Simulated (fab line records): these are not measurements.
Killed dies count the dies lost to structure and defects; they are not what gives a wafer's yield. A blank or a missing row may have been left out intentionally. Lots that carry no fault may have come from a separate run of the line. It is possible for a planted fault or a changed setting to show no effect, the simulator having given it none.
Which tool did it? | flow sky130 | 13 lots, 38 wafers sampled, at 2 steps of a route of 708

## WHAT THE GAUGES READ, wafer by wafer
SKY_CAP2M_THK_MEAS_01.
lot  | measured     | on            | CAP2M_CVD_00_THK (nm)
L102 | day 39 16:35 | film_metro-01 | 15.26 15.59 15.53
L103 | day 39 21:58 | film_metro-02 | 15.28 15.26 15.63
L104 | day 40 09:29 | film_metro-03 | 15.43 15.79 15.52
L107 | day 41 02:17 | film_metro-01 | 15.40 15.20 15.78
L106 | day 41 02:22 | film_metro-03 | 15.56 15.26 15.44
L105 | day 41 03:26 | film_metro-02 | 15.46 15.69 15.59
L108 | day 41 04:59 | film_metro-02 | 15.41 15.73 15.83
L109 | day 42 01:02 | film_metro-01 | 15.50 15.43 15.67
L113 | day 42 23:04 | film_metro-02 | 15.55 15.92
L123 | day 45 05:32 | film_metro-01 | 15.57 15.54 15.89
L122 | day 45 06:23 | film_metro-01 | 15.94 15.76 16.06
L124 | day 45 12:43 | film_metro-01 | 15.29 15.65 15.57
L125 | day 45 16:17 | film_metro-01 | 15.56 15.55 15.85

## TOOL THAT RAN EACH LOT (tool first, then ch and the chambers of the sampled wafers, then the start)
lot  | SKY_CAP2M_CVD_00
L102 | pecvd-03 ch 0,1,2, day 39 16:33
L103 | pecvd-04 ch 1,2, day 39 21:56
L104 | pecvd-03 ch 0,1,2, day 40 09:27
L107 | pecvd-02 ch 1,2, day 41 02:16
L106 | pecvd-04 ch 0,1, day 41 02:21
L105 | pecvd-03 ch 0,1, day 41 03:25
L108 | pecvd-02 ch 0,1,2, day 41 04:57
L109 | pecvd-04 ch 0,1,2, day 42 01:01
L113 | pecvd-02 ch 0,2, day 42 23:01
L123 | pecvd-04 ch 0,1,2, day 45 05:31
L122 | pecvd-02 ch 0,1, day 45 06:21
L124 | pecvd-02 ch 0,1, day 45 12:41
L125 | pecvd-04 ch 0,1, day 45 16:16
- SKY_CAP2M_CVD_00: deposits SiO2, target thk 15.5 nm.

## AS READ BY THE TOOLS THEMSELVES (means over the sampled wafers that have a number; for cases with no such wafer, the mark the record gives instead)
SKY_CAP2M_CVD_00.
lot  | tool     | heater_power_w (W)
L102 | pecvd-03 | 673
L103 | pecvd-04 | 577
L104 | pecvd-03 | 701
L107 | pecvd-02 | 722
L106 | pecvd-04 | 592
L105 | pecvd-03 | 686
L108 | pecvd-02 | 725
L109 | pecvd-04 | 618
L113 | pecvd-02 | 786
L123 | pecvd-04 | 669
L122 | pecvd-02 | 721
L124 | pecvd-02 | 694
L125 | pecvd-04 | 700

## THE ANSWER, worked out from the rows above alone
Rule: the lots themselves supply what counts as usual. Put in order of their means at a reading, lots are off if they are a third of the lots or fewer, leave a main group of 4 or more, and stand apart from it by a gap of 3 or more times the standard deviation of the main group's means; of several such gaps the widest counts. A main group whose means are all the same, to the digits that the tables above print for the reading, isn't used. Also off: a lot with no number at a reading for which 4 or more lots have one. All remaining lots with rows at the step are treated as sound. The gauges are gone through in route order, then the tools' own readings, and for those a lot's mean is taken as printed above. The first step at which some lot is off is used, and at that step the reading that is off furthest; a lot without a number counts as furthest.
No lot is off at any reading shown: from this, nothing can be told.

## WHAT HAD BEEN PUT IN BY THE SIMULATOR
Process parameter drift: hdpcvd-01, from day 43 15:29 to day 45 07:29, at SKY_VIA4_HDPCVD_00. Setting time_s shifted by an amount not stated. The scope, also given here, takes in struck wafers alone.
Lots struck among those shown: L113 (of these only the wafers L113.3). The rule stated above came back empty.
